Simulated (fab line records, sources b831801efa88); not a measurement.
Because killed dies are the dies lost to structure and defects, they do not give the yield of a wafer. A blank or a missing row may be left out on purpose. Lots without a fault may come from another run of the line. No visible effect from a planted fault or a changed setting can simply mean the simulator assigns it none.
fab line records | flow gf180mcu
record: lots: 14 wafers: 42 lastDay: 34
route steps=602 shown PSD@258 CONTACT@310 V1@339 V2@385
lots with no fault: from the same line, run without faults
startH: the number of hours between the record's first day and the start of the first shown wafer of the lot | waitH: hours from the lot's prior step to this one | " repeats the value in the row above | L1.1+2: a single row standing in for several wafers | - no value present, or no start provided | * or withheld: withheld | < > ~ a bound
route shown NAME@n: names a module that has steps shown in the file, with the first one's number in the route | usual: mean/standard deviation of fault-free wafers | same: alike in all rows | chamber/n: place in a boat | sites: the reading at each site | _std_site: standard deviation across them | _edge_site: mean of outer sites minus mean of inner sites | radiusMm: how far each site lies from the wafer's centre | mask NAME#n: copy n | behind: tool/chamber where the wafer was last shaped | hold: the reason the lot was held/the length of the hold in hours/how it ended | device: which transistor (n, p or np) failed to switch | end of line: tests run on the same wafers once the route is complete | a step with no rows: only its recipe | killed: dies that structure and defects cost at the first sort, which is not the same as the wafer's yield | map: a wafer's dies, marking killed ones x, the rest . and places with no die _
set.NAME: the setting that was run; set.NAME@STEP: the one run at that earlier step | model.NAME: the simulator's own value behind a step, which no gauge read
steps of the route over a sample of lots; a table a step, a row a wafer
services: from which hour (startH, from the record's first day; less than 0 if before it) a tool's chamber was out of use, for how many hours, and why
== steps ==
step: GF_PSD_STRIP_10
recipe: chemistry: O2/N2 powerW: 1400 pressureMtorr: 1500 platenTempC: 250 o2FlowSccm: 3000 n2FlowSccm: 300 overashFraction: 0.5
usual: chamberPressureMTorr: 1500.0/1.3 drypumpMotorCurrentA: 6.1/0.39 heaterPowerW: 367/31 n2FlowSccm: 299.9/0.87 oesProductAu: 0.592/0.0043 stripTimeToEndpointS: 16.515/0.028
columns lot.wafer tool chamber startH waitH chamberPressureMTorr drypumpMotorCurrentA heaterPowerW n2FlowSccm oesProductAu rfHoursCounterH stripTimeToEndpointS
L789.1 plasmaAsher-02 0 315.54 0.1 1501.1 5.6 397 299.0 0.585 66 16.549
L789.4 " 1 " " 1500.7 5.8 402 301.0 0.588 - 16.527
L789.6 " 1 " " 1498.9 5.8 404 299.9 0.589 - 16.576
L790.1 plasmaAsher-02 0 331.39 0.1 1499.4 5.6 401 299.0 0.594 68 16.500
L790.3 " 0 " " 1500.0 5.6 393 299.7 0.588 - 16.493
L790.5 " 1 " " 1498.9 5.8 411 301.4 0.597 - 16.513
L792.1 plasmaAsher-01 0 339.58 0.1 1499.7 6.6 330 299.1 0.601 24 16.548
L792.3 " 0 " " 1499.9 6.6 334 299.5 0.599 - 16.497
L792.4 " 1 " " 1498.4 6.2 340 299.5 0.589 - 16.502
L793.3 plasmaAsher-02 1 354.23 0.1 1501.6 5.8 415 300.5 0.596 - 16.516
L793.4 " 0 " " 1499.2 5.6 388 300.8 0.587 - 16.504
L793.5 " 1 " " 1498.6 5.8 420 299.0 0.587 - 16.513
L794.3 plasmaAsher-01 0 358.71 0.1 1498.6 6.6 332 299.7 0.593 - 16.510
L794.5 " 1 " " 1500.9 6.2 337 300.8 0.594 - 16.486
L794.6 " 0 " " 1503.1 6.6 338 299.8 0.594 - 16.516
L796.1 plasmaAsher-02 1 379.29 0.1 1499.7 5.8 427 300.6 0.589 73 16.496
L796.3 " 1 " " 1498.9 5.8 412 299.5 0.596 - 16.587
L796.6 " 1 " " 1499.4 5.8 418 300.8 0.594 - 16.570
L797.3 plasmaAsher-04 0 384.28 0.1 1502.1 6.3 348 299.1 0.595 - 16.523
L797.4 " 1 " " 1498.6 6.6 348 300.2 0.587 - 16.567
L797.5 " 1 " " 1499.2 6.6 351 299.4 0.587 - 16.540
L798.1 plasmaAsher-04 0 389.58 0.1 1499.9 6.3 348 299.7 0.597 69 16.486
L798.4 " 0 " " 1500.6 6.3 350 300.0 0.593 - 16.550
L798.6 " 1 " " 1498.9 6.6 351 297.5 0.597 - 16.540
L805.3 plasmaAsher-04 0 459.92 0.1 - - - - - - -
L805.5 " 1 " " - - - - - - -
L805.6 " 0 " " - - - - - - -
L806.2 plasmaAsher-02 1 461.94 0.1 - - - - - - -
L806.4 " 1 " " - - - - - - -
L806.5 " 1 " " - - - - - - -
L807.1 plasmaAsher-04 0 480.58 0.1 1499.1 6.3 327 300.2 0.590 5 16.541
L807.2 " 1 " " 1502.5 6.6 366 300.2 0.592 5 16.515
L807.3 " 0 " " 1498.1 6.3 333 301.3 0.589 - 16.487
L809.1 plasmaAsher-02 0 487.64 0.1 1501.2 5.6 393 301.2 0.586 84 16.475
L809.2 " 1 " " 1499.0 5.8 403 299.6 0.593 84 16.500
L809.3 " 1 " " 1500.0 5.8 405 299.7 0.588 - 16.502
L808.1 plasmaAsher-01 1 487.93 0.1 1501.5 6.2 345 299.6 0.592 40 16.535
L808.2 " 0 " " 1498.2 6.6 339 298.6 0.592 40 16.572
L808.6 " 0 " " 1499.5 6.6 329 301.2 0.600 - 16.539
L811.1 plasmaAsher-02 0 507.99 0.1 1502.3 5.6 382 299.4 0.592 86 16.489
L811.2 " 1 " " 1501.6 5.8 412 299.8 0.585 86 16.483
L811.3 " 1 " " 1500.6 5.8 418 300.3 0.590 - 16.483
step: GF_CONTACT_SPUTTER_23
recipe: material: TiN targetThkNm: 10 chamberPressurePa: 5 powerW: 4000 timeS: 40
usual: throttleValvePct: 30.2/0.61
columns lot.wafer tool chamber startH waitH throttleValvePct
L789.1 pvdSputter-04 - 361.77 0.0 30.3
L789.4 " - " " 29.9
L789.6 " - " " 30.2
L790.1 pvdSputter-03 - 378.36 0.0 30.5
L790.3 " - " " 29.2
L790.5 " - " " 30.8
L792.1 pvdSputter-02 - 387.80 0.0 29.6
L792.3 " - " " 31.4
L792.4 " - " " 30.3
L793.3 pvdSputter-03 - 402.55 0.0 30.4
L793.4 " - " " 29.4
L793.5 " - " " 29.5
L794.3 pvdSputter-03 - 406.67 0.0 30.2
L794.5 " - " " 30.2
L794.6 " - " " 30.7
L796.1 pvdSputter-03 - 429.12 0.0 30.6
L796.3 " - " " 29.4
L796.6 " - " " 30.4
L797.3 pvdSputter-02 - 434.41 0.0 29.5
L797.4 " - " " 30.1
L797.5 " - " " 31.3
L798.1 pvdSputter-03 - 439.22 0.0 29.4
L798.4 " - " " 30.3
L798.6 " - " " 29.7
L807.1 pvdSputter-02 - 530.01 0.0 31.3
L807.2 " - " " 29.7
L807.3 " - " " 30.1
L809.1 pvdSputter-02 - 537.00 0.0 29.6
L809.2 " - " " 31.1
L809.3 " - " " 30.1
L808.1 pvdSputter-04 - 537.31 0.0 30.5
L808.2 " - " " 29.9
L808.6 " - " " 30.3
L811.1 pvdSputter-02 - 555.90 0.0 30.3
L811.2 " - " " 30.0
L811.3 " - " " 31.5
step: GF_V1_CMP_04
recipe: material: SiO2 downForcePsi: 4 platenRpm: 60 padVelocityMS: 0.94248
usual: motorCurrentA: 12.0/1.2 timeToEndpointS: 81/5.3
columns lot.wafer tool chamber startH waitH motorCurrentA timeToEndpointS
L789.4 cmp-02 0 386.81 0.1 12.7 86
L789.1 " 1 " " 11.9 79
L789.6 " 2 " " 10.0 79
L790.3 cmp-01 2 402.99 0.0 12.8 74
L790.1 " 0 " " 11.2 78
L790.5 " 2 " " 12.5 84
L792.1 cmp-02 2 413.08 0.1 10.3 75
L792.3 " 3 " " 13.3 80
L792.4 " 0 " " 13.3 86
L793.4 cmp-01 1 427.93 0.1 12.0 80
L793.3 " 3 " " 11.2 79
L793.5 " 0 " " 11.0 76
L794.3 cmp-02 2 432.95 0.1 10.7 82
L794.5 " 1 " " 11.5 86
L794.6 " 2 " " 11.0 90
L796.1 cmp-01 3 456.10 0.1 10.6 77
L796.3 " 1 " " 10.9 73
L796.6 " 0 " " 10.6 83
L797.3 cmp-01 2 461.05 0.0 12.4 73
L797.4 " 1 " " 11.8 81
L797.5 " 3 " " 10.5 79
L798.4 cmp-01 3 464.61 0.0 10.4 89
L798.1 " 1 " " 11.4 82
L798.6 " 3 " " 10.1 86
L807.1 cmp-02 2 554.02 0.1 10.5 73
L807.2 " 3 " " 14.4 75
L807.3 " 0 " " 12.7 75
L809.3 cmp-02 0 561.54 0.0 12.9 88
L809.1 " 1 " " 12.5 87
L809.2 " 3 " " 13.8 85
L808.2 cmp-02 2 561.97 0.1 10.9 80
L808.1 " 3 " " 14.7 76
L808.6 " 2 " " 10.6 82
L811.2 cmp-01 3 579.98 0.0 10.5 83
L811.3 " 1 " " 12.2 88
L811.1 " 2 " " 13.2 86
step: GF_V2_THK_MEAS_03
recipe: reads: SiO2_of_V2_CVD_02
usual: V2_CVD_02_THK: 849/10
columns lot.wafer tool chamber startH waitH V2_CVD_02_THK[nm]
L789.1 filmMetro-04 - 435.93 0.0 848
L789.4 " - " " 855
L789.6 " - " " 863
L790.1 filmMetro-03 - 453.75 0.0 847
L790.3 " - " " 840
L790.5 " - " " 856
L792.1 filmMetro-04 - 464.29 0.0 830
L792.3 " - " " 836
L792.4 " - " " 856
L793.3 filmMetro-04 - 478.72 0.1 848
L793.4 " - " " 854
L793.5 " - " " 857
L794.3 filmMetro-04 - 484.46 0.1 847
L794.5 " - " " 868
L794.6 " - " " 863
L796.1 filmMetro-04 - 507.22 0.0 845
L796.3 " - " " 839
L796.6 " - " " 854
L797.3 filmMetro-01 - 512.17 0.1 840
L797.4 " - " " 856
L797.5 " - " " 871
L798.1 filmMetro-04 - 515.28 0.0 844
L798.4 " - " " 851
L798.6 " - " " 855
L807.1 filmMetro-04 - 599.93 0.0 835
L807.2 " - " " 846
L807.3 " - " " 841
L809.1 filmMetro-01 - 606.94 0.0 817
L809.2 " - " " 823
L809.3 " - " " 822
L808.1 filmMetro-04 - 607.36 0.1 827
L808.2 " - " " 843
L808.6 " - " " 847
L811.1 filmMetro-01 - 624.80 0.0 852
L811.2 " - " " 863
L811.3 " - " " 849
== services ==
columns tool chamber startH hours kind
plasmaAsher-02 - 293.05 14.6 pm
cmp-01 - 301.09 1.0 repair
pvdSputter-04 - 305.86 15.6 repair
plasmaAsher-01 - 326.38 4.5 repair
pvdSputter-03 - 352.24 0.6 repair
cmp-02 - 355.76 3.8 pm
pvdSputter-03 - 370.24 2.3 repair
cmp-01 - 393.68 7.8 pm
cmp-02 - 407.30 4.0 pm
cmp-02 - 419.89 0.5 repair
plasmaAsher-04 - 421.25 9.0 pm
cmp-02 - 422.19 3.5 repair
pvdSputter-02 - 438.13 4.8 repair
cmp-02 - 447.43 0.5 repair
cmp-01 - 459.28 0.3 repair
pvdSputter-02 - 499.30 2.0 repair
cmp-01 - 502.14 0.9 repair
cmp-01 - 520.97 0.2 repair
plasmaAsher-01 - 528.53 1.3 repair
plasmaAsher-01 - 534.51 2.8 pm
cmp-01 - 553.92 4.2 pm
plasmaAsher-02 - 569.62 0.6 repair
cmp-01 - 572.00 4.0 pm
plasmaAsher-01 - 576.22 1.0 repair
== key ==
firstSign: step: GF_PSD_STRIP_10 reading: toolRecord direction: missing
effect none on later readings
metAt GF_PSD_STRIP_10
struckLots L805,L806
laterRowsLeftOut L805.3,L805.5,L805.6,L806.2,L806.4,L806.5
sortLeftOut L805.3,L805.5,L805.6,L806.2,L806.4,L806.5
testerLeftOut L805,L806
notActingAt GF_CONTACT_SPUTTER_23,GF_V1_CMP_04,GF_V2_THK_MEAS_03
onsetBetween 389.58 459.92
fault: kind: skippedStepWhole tool: plasmaAsher-02,plasmaAsher-04 chamber: - onsetH: 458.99 steps: GF_PSD_STRIP_10 scope: struckLotsOnly
testerLeftOut: of these lots the tester's yield and bins aren't shown, on N5 and GAA mostly nor the transistor test; their killed dies are dies lost to structure and defects alone, not to doping, threshold or leakage, so they don't give the yield
sortLeftOut: the simulated sort isn't trusted on such a fault, so these wafers' sort isn't shown, and their yield isn't known
laterRowsLeftOut: the simulator's readings of these wafers behind a module that went badly wrong aren't trusted and aren't shown, but for the sort
